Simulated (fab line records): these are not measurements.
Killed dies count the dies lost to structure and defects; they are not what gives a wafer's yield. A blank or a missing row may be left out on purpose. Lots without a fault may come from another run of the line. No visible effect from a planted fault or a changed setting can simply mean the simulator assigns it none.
fab line records	flow gf180mcu
record lots=24	wafers=72	last-day=34
route steps=602 shown CONTACT@301 M1@315 V1@358 V2@397
lots with no fault: from the same line, run without faults
start-h: hours from the record's first day to the start of the lot's first wafer shown	wait-h: how many hours have passed since the lot's step before this one	" repeats the value in the row above	L1.1+2: a row that stands for several wafers	- no value present, or no start provided	* or withheld: withheld	< > ~ a bound
route shown NAME@n: a module of which the file shows steps, and the number in the route of the first	usual: average and standard deviation across the fault-free wafers	same: alike in all rows	chamber/n: place in a boat	sites: the reading at each site	_std_site: their standard deviation	_edge_site: outer sites' mean less inner sites'	radius-mm: for every site, how far away it sits from the centre of the wafer	mask NAME#n: copy n	behind: tool/chamber where the wafer was last shaped	hold: reason for holding the lot/hours on hold/outcome of the hold	device: whichever transistor did not switch (one of n, p or np)	end of line: the route-end tests of the same wafers	step lacking rows: just its recipe	killed: not the wafer's yield, but the dies lost to structure and defects at the first sort	map: shows each die of a wafer: x if killed, . if not, _ if none is there
set.NAME: the setting the step ran with; set.NAME@STEP: the setting that earlier step ran with	model.NAME: the simulator's own value behind a step, which no gauge read
the route's steps for a sample of lots (tables are steps, rows are wafers)
services: a tool's chamber out of use, with start hour (start-h, from the record's first day; less than 0 if before it), hours out, and reason
## steps
# step GF_CONTACT_CD_MEAS_14
# recipe target-cd-nm=220
# usual cd-nm=220.7/1.5
lot.wafer	tool	chamber	start-h	wait-h	cd-nm
L074.1	cd-sem-02	-	357.87	0.1	222.7
L074.3	"	-	"	"	222.9
L074.4	"	-	"	"	222.9
L075.1	cd-sem-01	-	371.42	0.1	218.7
L075.3	"	-	"	"	219.1
L075.4	"	-	"	"	219.0
L076.1	cd-sem-02	-	380.70	0.1	219.1
L076.3	"	-	"	"	218.6
L076.6	"	-	"	"	218.9
L077.3	cd-sem-02	-	389.06	0.1	223.5
L077.4	"	-	"	"	222.5
L077.5	"	-	"	"	221.3
L078.1	cd-sem-01	-	400.46	0.1	221.0
L078.4	"	-	"	"	221.0
L078.6	"	-	"	"	220.5
L079.2	cd-sem-01	-	409.04	0.1	220.3
L079.5	"	-	"	"	220.3
L079.6	"	-	"	"	220.5
L080.3	cd-sem-01	-	417.60	0.1	219.7
L080.5	"	-	"	"	219.8
L080.6	"	-	"	"	219.2
L081.4	cd-sem-02	-	428.56	0.1	221.2
L081.5	"	-	"	"	220.9
L081.6	"	-	"	"	221.1
L082.1	cd-sem-01	-	434.91	0.1	218.9
L082.2	"	-	"	"	219.6
L082.4	"	-	"	"	220.1
L083.1	cd-sem-02	-	450.32	0.1	220.5
L083.3	"	-	"	"	220.4
L083.6	"	-	"	"	220.2
L084.1	cd-sem-02	-	452.96	0.1	221.2
L084.5	"	-	"	"	221.0
L084.6	"	-	"	"	220.4
L085.3	cd-sem-01	-	455.90	0.1	221.1
L085.5	"	-	"	"	221.0
L085.6	"	-	"	"	222.9
L086.1	cd-sem-02	-	468.72	0.1	219.9
L086.2	"	-	"	"	219.5
L086.6	"	-	"	"	221.5
L087.3	cd-sem-01	-	480.01	0.1	217.5
L087.4	"	-	"	"	219.3
L087.5	"	-	"	"	219.2
L088.3	cd-sem-01	-	499.55	0.1	221.0
L088.5	"	-	"	"	220.1
L088.6	"	-	"	"	220.5
L089.2	cd-sem-01	-	503.53	0.1	218.9
L089.3	"	-	"	"	219.9
L089.5	"	-	"	"	219.3
L090.1	cd-sem-02	-	506.32	0.1	222.8
L090.2	"	-	"	"	222.7
L090.3	"	-	"	"	225.7
L091.2	cd-sem-02	-	511.78	0.1	220.5
L091.5	"	-	"	"	220.8
L091.6	"	-	"	"	221.2
L092.1	cd-sem-02	-	523.35	0.1	221.3
L092.2	"	-	"	"	221.7
L092.5	"	-	"	"	221.9
L094.4	cd-sem-01	-	537.07	0.1	218.3
L094.5	"	-	"	"	218.7
L094.6	"	-	"	"	219.5
L093.4	cd-sem-01	-	537.76	0.1	220.2
L093.5	"	-	"	"	221.3
L093.6	"	-	"	"	221.8
L095.1	cd-sem-01	-	550.86	0.1	222.6
L095.4	"	-	"	"	222.1
L095.5	"	-	"	"	221.8
L096.1	cd-sem-01	-	551.51	0.1	223.3
L096.2	"	-	"	"	222.2
L096.3	"	-	"	"	221.2
L097.1	cd-sem-02	-	555.46	0.1	222.1
L097.3	"	-	"	"	219.8
L097.5	"	-	"	"	220.1
# step GF_CONTACT_ETCH_16
# recipe chemistry=N2/H2	target-depth-a=withheld	overetch-a=withheld	time-s=withheld	target=BARC	ion-energy-ev=200	source-w=500	bias-w=100	pressure-mtorr=30	n2-flow-sccm=100	h2-flow-sccm=200
# usual drypump-motor-current-A=5.7/0.59	oes-product-au=0.855/0.005	rf-fwd-power-W=495.6/2.2	throttle-valve-pct=13.226/0.0092
lot.wafer	tool	chamber	start-h	wait-h	drypump-motor-current-A	oes-product-au	rf-fwd-power-W	throttle-valve-pct
L074.1	rie-diel-01	2	358.02	0.0	6.5	0.857	494.6	13.233
L074.3	"	1	"	"	5.1	0.841	493.7	13.231
L074.4	"	0	"	"	5.6	0.858	500.0	13.235
L075.1	rie-diel-01	0	371.57	0.0	5.6	0.855	499.5	13.226
L075.3	"	1	"	"	5.1	0.854	496.6	13.243
L075.4	"	2	"	"	6.5	0.858	496.5	13.226
L076.1	rie-diel-03	3	380.86	0.0	4.7	0.861	497.6	13.235
L076.3	"	0	"	"	6.4	0.852	495.5	13.224
L076.6	"	3	"	"	4.7	0.851	495.9	13.222
L077.3	rie-diel-04	1	389.17	0.0	6.3	0.858	496.7	13.224
L077.4	"	3	"	"	5.4	0.850	497.8	13.215
L077.5	"	3	"	"	5.4	0.859	497.5	13.232
L078.1	rie-diel-03	1	400.62	0.0	5.5	0.855	494.7	13.217
L078.4	"	3	"	"	4.7	0.852	493.6	13.221
L078.6	"	0	"	"	6.4	0.857	497.2	13.229
L079.2	rie-diel-03	2	409.17	0.0	5.7	0.861	498.4	13.221
L079.5	"	1	"	"	5.5	0.857	494.4	13.228
L079.6	"	0	"	"	6.4	0.848	496.0	13.227
L080.3	rie-diel-01	2	417.72	0.0	6.5	0.855	495.6	13.232
L080.5	"	2	"	"	6.5	0.858	496.3	13.225
L080.6	"	3	"	"	6.4	0.859	490.3	13.229
L081.4	rie-diel-03	0	428.66	0.0	6.4	0.857	498.3	13.229
L081.5	"	0	"	"	6.4	0.847	497.2	13.230
L081.6	"	3	"	"	4.7	0.854	496.1	13.238
L082.1	rie-diel-01	0	435.07	0.0	5.6	0.863	497.6	13.237
L082.2	"	2	"	"	6.5	0.858	496.5	13.228
L082.4	"	3	"	"	6.4	0.858	492.9	13.216
L083.1	rie-diel-01	0	450.47	0.0	5.6	0.860	496.9	13.251
L083.3	"	3	"	"	6.4	0.853	491.3	13.231
L083.6	"	3	"	"	6.4	0.851	494.0	13.223
L084.1	rie-diel-04	2	453.12	0.0	6.1	0.855	494.1	13.222
L084.5	"	1	"	"	6.3	0.858	495.2	13.222
L084.6	"	0	"	"	5.5	0.849	495.9	13.225
L085.3	rie-diel-03	0	456.02	0.0	6.4	0.854	498.9	13.209
L085.5	"	0	"	"	6.4	0.859	497.9	13.225
L085.6	"	3	"	"	4.7	0.848	494.1	13.220
L086.1	rie-diel-03	2	468.87	0.0	5.7	0.856	496.1	13.213
L086.2	"	1	"	"	5.5	0.858	498.3	13.206
L086.6	"	3	"	"	4.7	0.857	492.1	13.238
L087.3	rie-diel-04	2	480.12	0.0	6.1	0.849	495.8	13.230
L087.4	"	1	"	"	6.3	0.845	493.9	13.222
L087.5	"	0	"	"	5.5	0.846	496.9	13.213
L088.3	rie-diel-03	2	499.66	0.0	5.7	0.849	496.0	13.227
L088.5	"	2	"	"	5.7	0.854	495.6	13.223
L088.6	"	3	"	"	4.7	0.849	494.9	13.213
L089.2	rie-diel-01	2	503.66	0.0	6.6	0.849	494.4	13.240
L089.3	"	0	"	"	5.6	0.857	497.9	13.225
L089.5	"	0	"	"	5.6	0.850	499.5	13.217
L090.1	rie-diel-04	0	506.47	0.0	5.5	0.852	494.7	13.220
L090.2	"	2	"	"	6.0	0.857	493.9	13.241
L090.3	"	1	"	"	6.3	0.849	493.5	13.237
L091.2	rie-diel-03	2	511.91	0.0	5.7	0.862	495.3	13.224
L091.5	"	2	"	"	5.7	0.858	498.3	13.225
L091.6	"	1	"	"	5.5	0.858	496.7	13.241
L092.1	rie-diel-04	2	523.51	0.0	6.1	0.860	493.8	13.221
L092.2	"	1	"	"	6.3	0.861	497.6	13.232
L092.5	"	0	"	"	5.5	0.856	496.8	13.227
L094.4	rie-diel-01	3	537.19	0.0	6.4	0.862	492.5	13.233
L094.5	"	0	"	"	5.6	0.849	498.3	13.232
L094.6	"	2	"	"	6.5	0.851	496.3	13.244
L093.4	rie-diel-03	2	537.88	0.0	5.7	0.856	495.5	13.222
L093.5	"	1	"	"	5.5	0.853	494.4	13.226
L093.6	"	3	"	"	4.7	0.855	495.9	13.213
L095.1	rie-diel-03	3	551.01	0.0	4.7	0.865	496.8	13.228
L095.4	"	0	"	"	6.4	0.852	498.3	13.231
L095.5	"	0	"	"	6.4	0.848	497.0	13.226
L096.1	rie-diel-04	1	551.66	0.0	6.4	0.858	495.0	13.217
L096.2	"	3	"	"	5.4	0.858	497.9	13.223
L096.3	"	2	"	"	6.0	0.846	493.5	13.233
L097.1	rie-diel-03	1	555.62	0.0	5.5	0.861	496.4	13.221
L097.3	"	2	"	"	5.7	0.858	496.5	13.202
L097.5	"	3	"	"	4.7	0.846	493.4	13.195
# step GF_M1_SPUTTER_00
# recipe material=Ti	target-thk-nm=37.5	arriving-ion-energy-ev=80	substrate-temp-c=200	chamber-pressure-pa=2	power-w=4000	time-s=150
# usual throttle-valve-pct=30.1/1.1
# same time-s=150
lot.wafer	tool	chamber	start-h	wait-h	throttle-valve-pct
L074.1	pvd-sputter-01	-	359.18	0.1	29.3
L074.3	"	-	"	"	28.4
L074.4	"	-	"	"	30.5
L075.1	pvd-sputter-04	-	372.73	0.1	31.4
L075.3	"	-	"	"	30.4
L075.4	"	-	"	"	31.2
L076.1	pvd-sputter-04	-	382.01	0.1	29.1
L076.3	"	-	"	"	31.2
L076.6	"	-	"	"	30.1
L077.3	pvd-sputter-01	-	390.35	0.2	29.1
L077.4	"	-	"	"	28.5
L077.5	"	-	"	"	29.0
L078.1	pvd-sputter-04	-	401.78	0.1	30.5
L078.4	"	-	"	"	31.3
L078.6	"	-	"	"	31.4
L079.2	pvd-sputter-04	-	410.33	0.1	30.3
L079.5	"	-	"	"	30.5
L079.6	"	-	"	"	31.0
L080.3	pvd-sputter-01	-	418.87	0.2	29.3
L080.5	"	-	"	"	30.6
L080.6	"	-	"	"	28.3
L081.4	pvd-sputter-01	-	429.81	0.1	28.5
L081.5	"	-	"	"	29.5
L081.6	"	-	"	"	28.8
L082.1	pvd-sputter-04	-	436.22	0.2	30.6
L082.2	"	-	"	"	31.1
L082.4	"	-	"	"	31.2
L083.1	pvd-sputter-04	-	451.71	0.2	31.2
L083.3	"	-	"	"	29.2
L083.6	"	-	"	"	30.4
L084.1	pvd-sputter-01	-	454.35	0.2	29.2
L084.5	"	-	"	"	29.5
L084.6	"	-	"	"	29.1
L085.3	pvd-sputter-04	-	457.26	0.1	30.5
L085.5	"	-	"	"	30.4
L085.6	"	-	"	"	31.1
L086.1	pvd-sputter-03	-	470.01	0.1	30.0
L086.2	"	-	"	"	30.4
L086.6	"	-	"	"	29.2
L087.3	pvd-sputter-04	-	481.27	0.2	29.0
L087.4	"	-	"	"	31.1
L087.5	"	-	"	"	30.9
L088.3	pvd-sputter-01	-	500.81	0.2	30.6
L088.5	"	-	"	"	30.8
L088.6	"	-	"	"	29.2
L089.2	pvd-sputter-01	-	504.81	0.2	29.3
L089.3	"	-	"	"	30.6
L089.5	"	-	"	"	28.7
L090.1	pvd-sputter-04	-	507.63	0.1	31.2
L090.2	"	-	"	"	31.3
L090.3	"	-	"	"	29.1
L091.2	pvd-sputter-01	-	513.06	0.1	30.3
L091.5	"	-	"	"	28.6
L091.6	"	-	"	"	29.4
L092.1	pvd-sputter-01	-	524.93	0.1	29.2
L092.2	"	-	"	"	30.6
L092.5	"	-	"	"	28.4
L094.4	pvd-sputter-03	-	538.30	0.1	33.0
L094.5	"	-	"	"	28.9
L094.6	"	-	"	"	32.8
L093.4	pvd-sputter-04	-	539.00	0.1	28.9
L093.5	"	-	"	"	30.6
L093.6	"	-	"	"	31.1
L095.1	pvd-sputter-01	-	552.16	0.1	29.1
L095.4	"	-	"	"	28.7
L095.5	"	-	"	"	30.4
L096.1	pvd-sputter-04	-	552.84	0.2	31.2
L096.2	"	-	"	"	31.2
L096.3	"	-	"	"	30.3
L097.1	pvd-sputter-03	-	556.77	0.2	29.2
L097.3	"	-	"	"	30.3
L097.5	"	-	"	"	32.8
# step GF_M1_CD_MEAS_14
# recipe target-cd-nm=230
# usual cd-nm=229.5/1.2
lot.wafer	tool	chamber	start-h	wait-h	cd-nm
L074.1	cd-sem-01	-	382.11	0.1	230.4
L074.3	"	-	"	"	229.5
L074.4	"	-	"	"	230.3
L075.1	cd-sem-01	-	396.25	0.1	229.0
L075.3	"	-	"	"	228.4
L075.4	"	-	"	"	227.2
L076.1	cd-sem-02	-	404.70	0.1	230.1
L076.3	"	-	"	"	231.4
L076.6	"	-	"	"	230.9
L077.3	cd-sem-01	-	413.99	0.1	230.1
L077.4	"	-	"	"	230.1
L077.5	"	-	"	"	230.4
L078.1	cd-sem-02	-	425.76	0.2	228.7
L078.4	"	-	"	"	228.2
L078.6	"	-	"	"	227.5
L079.2	cd-sem-02	-	435.28	0.1	229.0
L079.5	"	-	"	"	228.4
L079.6	"	-	"	"	229.3
L080.3	cd-sem-02	-	443.22	0.1	231.7
L080.5	"	-	"	"	230.2
L080.6	"	-	"	"	230.7
L081.4	cd-sem-02	-	454.97	0.1	228.2
L081.5	"	-	"	"	228.7
L081.6	"	-	"	"	228.4
L082.1	cd-sem-02	-	460.76	0.1	229.8
L082.2	"	-	"	"	230.6
L082.4	"	-	"	"	228.5
L083.1	cd-sem-02	-	475.85	0.1	229.6
L083.3	"	-	"	"	228.6
L083.6	"	-	"	"	229.7
L084.1	cd-sem-01	-	478.68	0.1	228.5
L084.5	"	-	"	"	227.9
L084.6	"	-	"	"	228.9
L085.3	cd-sem-02	-	481.94	0.1	230.8
L085.5	"	-	"	"	231.3
L085.6	"	-	"	"	229.5
L086.1	cd-sem-02	-	494.23	0.1	230.1
L086.2	"	-	"	"	230.4
L086.6	"	-	"	"	229.0
L087.3	cd-sem-01	-	505.24	0.1	230.6
L087.4	"	-	"	"	230.1
L087.5	"	-	"	"	231.3
L088.3	cd-sem-01	-	523.74	0.1	228.4
L088.5	"	-	"	"	228.8
L088.6	"	-	"	"	228.0
L089.2	cd-sem-02	-	528.47	0.1	229.8
L089.3	"	-	"	"	230.1
L089.5	"	-	"	"	228.9
L090.1	cd-sem-02	-	530.61	0.1	232.2
L090.2	"	-	"	"	231.7
L090.3	"	-	"	"	232.2
L091.2	cd-sem-01	-	536.37	0.1	228.5
L091.5	"	-	"	"	228.7
L091.6	"	-	"	"	228.9
L092.1	cd-sem-01	-	548.06	0.1	229.0
L092.2	"	-	"	"	228.2
L092.5	"	-	"	"	229.3
L094.4	cd-sem-02	-	561.28	0.1	229.1
L094.5	"	-	"	"	230.2
L094.6	"	-	"	"	229.3
L093.4	cd-sem-02	-	561.98	0.1	228.3
L093.5	"	-	"	"	229.7
L093.6	"	-	"	"	229.0
L095.1	cd-sem-02	-	574.22	0.1	229.1
L095.4	"	-	"	"	228.8
L095.5	"	-	"	"	230.1
L096.1	cd-sem-01	-	574.92	0.1	228.5
L096.2	"	-	"	"	228.7
L096.3	"	-	"	"	228.8
L097.1	cd-sem-02	-	578.97	0.1	230.2
L097.3	"	-	"	"	229.3
L097.5	"	-	"	"	229.2
# step GF_V1_CVD_23
# recipe material=W	target-thk-nm=350	time-s=105.05	temp-c=400	pressure-torr=40
# usual heater-power-outer-w=487/40	heater-power-w=755/48	susceptor-temp-C=399.99/0.23
# same time-s=105.05
lot.wafer	tool	chamber	start-h	wait-h	heater-power-outer-w	heater-power-w	susceptor-temp-C
L074.1	cvd-w-02	1	407.83	0.0	439	682	399.95
L074.3	"	0	"	"	531	801	400.32
L074.4	"	1	"	"	433	695	400.19
L075.1	cvd-w-01	1	422.69	0.0	463	813	400.04
L075.3	"	0	"	"	501	714	400.12
L075.4	"	1	"	"	457	776	399.96
L076.1	cvd-w-01	1	431.13	0.0	459	785	399.86
L076.3	"	1	"	"	470	801	400.29
L076.6	"	1	"	"	463	796	400.02
L077.3	cvd-w-02	0	440.21	0.1	530	781	399.89
L077.4	"	1	"	"	437	677	399.79
L077.5	"	1	"	"	436	693	400.07
L078.1	cvd-w-02	1	452.51	0.0	444	699	399.59
L078.4	"	0	"	"	533	802	399.69
L078.6	"	1	"	"	439	692	400.13
L079.2	cvd-w-01	1	462.93	0.0	464	781	399.60
L079.5	"	0	"	"	496	739	400.02
L079.6	"	1	"	"	468	799	399.91
L080.3	cvd-w-01	0	469.89	0.1	517	748	399.99
L080.5	"	0	"	"	507	730	400.33
L080.6	"	1	"	"	467	800	399.80
L081.4	cvd-w-02	0	481.88	0.1	541	793	399.74
L081.5	"	0	"	"	530	791	399.98
L081.6	"	1	"	"	447	718	400.07
L082.1	cvd-w-02	1	486.73	0.0	442	689	400.16
L082.2	"	0	"	"	538	820	399.74
L082.4	"	1	"	"	440	687	400.56
L083.1	cvd-w-01	0	502.25	0.0	497	729	399.64
L083.3	"	0	"	"	501	729	400.04
L083.6	"	0	"	"	528	731	400.10
L084.1	cvd-w-02	1	504.65	0.0	448	685	399.65
L084.5	"	0	"	"	529	796	399.95
L084.6	"	1	"	"	434	690	399.68
L085.3	cvd-w-02	0	508.44	0.1	530	816	400.03
L085.5	"	0	"	"	527	832	399.87
L085.6	"	1	"	"	450	693	399.59
L086.1	cvd-w-01	0	519.33	0.0	511	741	399.84
L086.2	"	1	"	"	464	793	400.44
L086.6	"	0	"	"	518	730	400.09
L087.3	cvd-w-01	1	530.13	0.1	476	796	400.13
L087.4	"	0	"	"	517	727	399.80
L087.5	"	1	"	"	477	782	400.06
L088.3	cvd-w-02	0	548.60	0.1	542	807	399.82
L088.5	"	0	"	"	557	781	399.92
L088.6	"	1	"	"	452	689	399.89
L089.2	cvd-w-02	1	553.64	0.0	439	682	400.15
L089.3	"	1	"	"	444	702	399.74
L089.5	"	0	"	"	527	814	399.68
L090.1	cvd-w-02	1	555.94	0.0	443	691	399.88
L090.2	"	0	"	"	519	804	399.80
L090.3	"	1	"	"	447	696	399.71
L091.2	cvd-w-02	0	561.79	0.0	535	794	399.66
L091.5	"	0	"	"	532	826	400.42
L091.6	"	1	"	"	436	701	399.84
L092.1	cvd-w-02	1	573.22	0.0	453	698	400.21
L092.2	"	0	"	"	520	807	400.17
L092.5	"	1	"	"	433	682	400.57
L094.4	cvd-w-01	0	585.06	0.1	503	743	400.16
L094.5	"	0	"	"	521	737	400.12
L094.6	"	1	"	"	445	797	399.87
L093.4	cvd-w-02	0	586.06	0.1	523	795	400.15
L093.5	"	1	"	"	450	708	400.16
L093.6	"	0	"	"	528	816	400.02
L095.1	cvd-w-02	0	597.68	0.0	533	797	399.94
L095.4	"	1	"	"	427	712	400.04
L095.5	"	1	"	"	438	696	400.21
L096.1	cvd-w-02	0	599.12	0.0	541	796	399.66
L096.2	"	1	"	"	438	699	399.94
L096.3	"	0	"	"	539	798	399.71
L097.1	cvd-w-01	1	602.25	0.0	464	809	400.23
L097.3	"	1	"	"	471	802	399.86
L097.5	"	0	"	"	525	731	399.51
# step GF_V2_OVL_MEAS_15
# usual V2_OVL=-1/5
lot.wafer	tool	chamber	start-h	wait-h	V2_OVL[nm]
L074.1	overlay-02	-	458.97	0.1	7
L074.3	"	-	"	"	2
L074.4	"	-	"	"	2
L075.1	overlay-01	-	473.82	0.1	6
L075.3	"	-	"	"	4
L075.4	"	-	"	"	-5
L076.1	overlay-01	-	481.88	0.1	1
L076.3	"	-	"	"	0
L076.6	"	-	"	"	2
L077.3	overlay-02	-	491.23	0.1	1
L077.4	"	-	"	"	-3
L077.5	"	-	"	"	5
L078.1	overlay-02	-	502.84	0.1	4
L078.4	"	-	"	"	-4
L078.6	"	-	"	"	6
L079.2	overlay-02	-	512.23	0.1	4
L079.5	"	-	"	"	4
L079.6	"	-	"	"	2
L080.3	overlay-01	-	519.88	0.1	-9
L080.5	"	-	"	"	-7
L080.6	"	-	"	"	0
L081.4	overlay-02	-	529.90	0.1	-6
L081.5	"	-	"	"	-6
L081.6	"	-	"	"	-8
L082.1	overlay-02	-	535.13	0.1	-10
L082.2	"	-	"	"	2
L082.4	"	-	"	"	-3
L083.1	overlay-02	-	550.88	0.1	-1
L083.3	"	-	"	"	4
L083.6	"	-	"	"	1
L084.1	overlay-02	-	552.73	0.1	2
L084.5	"	-	"	"	0
L084.6	"	-	"	"	-7
L085.3	overlay-01	-	556.18	0.1	-8
L085.5	"	-	"	"	-4
L085.6	"	-	"	"	-5
L086.1	overlay-02	-	566.92	0.1	-1
L086.2	"	-	"	"	-9
L086.6	"	-	"	"	-9
L087.3	overlay-01	-	577.83	0.1	5
L087.4	"	-	"	"	-5
L087.5	"	-	"	"	2
L088.3	overlay-02	-	595.03	0.1	6
L088.5	"	-	"	"	10
L088.6	"	-	"	"	5
L089.2	overlay-01	-	599.98	0.1	8
L089.3	"	-	"	"	5
L089.5	"	-	"	"	0
L090.1	overlay-02	-	601.53	0.1	-8
L090.2	"	-	"	"	3
L090.3	"	-	"	"	7
L091.2	overlay-01	-	607.13	0.1	5
L091.5	"	-	"	"	4
L091.6	"	-	"	"	0
L092.1	overlay-01	-	617.03	0.1	-6
L092.2	"	-	"	"	0
L092.5	"	-	"	"	-10
L094.4	overlay-02	-	628.25	0.1	-6
L094.5	"	-	"	"	7
L094.6	"	-	"	"	-4
L093.4	overlay-02	-	629.94	0.1	-4
L093.5	"	-	"	"	0
L093.6	"	-	"	"	-7
L095.1	overlay-01	-	640.28	0.1	1
L095.4	"	-	"	"	-2
L095.5	"	-	"	"	-8
L096.1	overlay-02	-	641.87	0.1	-4
L096.2	"	-	"	"	4
L096.3	"	-	"	"	-1
L097.1	overlay-01	-	645.23	0.1	-4
L097.3	"	-	"	"	2
L097.5	"	-	"	"	-9
## services
tool	chamber	start-h	hours	kind
cvd-w-02	1	340.75	4.6	repair
rie-diel-01	0	344.28	9.5	repair
cvd-w-02	-	349.72	2.8	pm
rie-diel-03	0	354.51	2.3	repair
rie-diel-01	0	366.07	4.3	repair
rie-diel-03	1	375.97	10.1	repair
cvd-w-01	-	388.32	1.2	repair
cvd-w-01	-	390.00	14.0	pm
rie-diel-01	3	391.23	7.3	repair
rie-diel-01	2	395.33	4.1	repair
cvd-w-02	-	425.48	3.5	repair
rie-diel-03	0	426.13	1.9	repair
cvd-w-01	-	438.76	14.6	pm
pvd-sputter-04	-	452.22	3.9	repair
cvd-w-02	-	453.36	14.6	pm
cvd-w-02	-	472.71	1.7	repair
cvd-w-02	-	476.73	1.0	repair
rie-diel-03	0	486.31	52.2	repair
cvd-w-01	1	521.35	3.6	repair
cvd-w-01	-	530.52	28.1	pm
rie-diel-03	0	541.59	4.9	repair
pvd-sputter-01	-	552.55	1.5	repair
rie-diel-03	1	567.43	4.9	repair
rie-diel-03	2	593.03	36.8	repair
## key
fault none
